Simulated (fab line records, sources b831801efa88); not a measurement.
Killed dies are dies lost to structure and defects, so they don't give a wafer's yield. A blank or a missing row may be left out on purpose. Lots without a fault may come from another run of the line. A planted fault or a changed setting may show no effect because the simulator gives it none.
Which tool did it? | flow sky130 | 7 lots, 21 wafers sampled, at 1 step of a route of 708

WHAT THE GAUGES READ, wafer by wafer
SKY_FIELD_ISO_CD_MEAS_13: target cd 150 nm.
lot  | measured    | on        | cd_nm (nm)
L492 | day 2 10:43 | cd_sem-02 | 151.5 151.8 152.2
L495 | day 3 02:31 | cd_sem-02 | 150.4 150.3 149.5
L498 | day 3 18:13 | cd_sem-01 | 151.0 152.0 150.9
L500 | day 4 04:38 | cd_sem-02 | 150.4 150.2 149.5
L508 | day 5 21:21 | cd_sem-01 | 149.5 151.6 150.6
L511 | day 6 12:43 | cd_sem-02 | 148.5 148.5 148.1
L514 | day 7 05:22 | cd_sem-01 | 149.3 149.7 149.0

WHICH TOOL RAN EACH LOT (tool, then ch and the chambers of the sampled wafers, then the start)
The record holds no process step before these readings.

THE ANSWER, worked out from the rows above alone
Rule: what is usual is taken from the lots themselves. Put in order of their means at a reading, lots are off if they are a third of the lots or fewer, leave a main group of 4 or more, and stand apart from it by a gap of 3 or more times the standard deviation of the main group's means; of several such gaps the widest counts. A main group whose means are all the same, to the digits that the tables above print for the reading, isn't used. A lot without any number at a reading at which 4 lots or more have one is off too. The other lots that the step has rows for count as sound.
No lot is off at any reading shown: from this, nothing can be told.

WHAT THE SIMULATOR HAD PUT IN
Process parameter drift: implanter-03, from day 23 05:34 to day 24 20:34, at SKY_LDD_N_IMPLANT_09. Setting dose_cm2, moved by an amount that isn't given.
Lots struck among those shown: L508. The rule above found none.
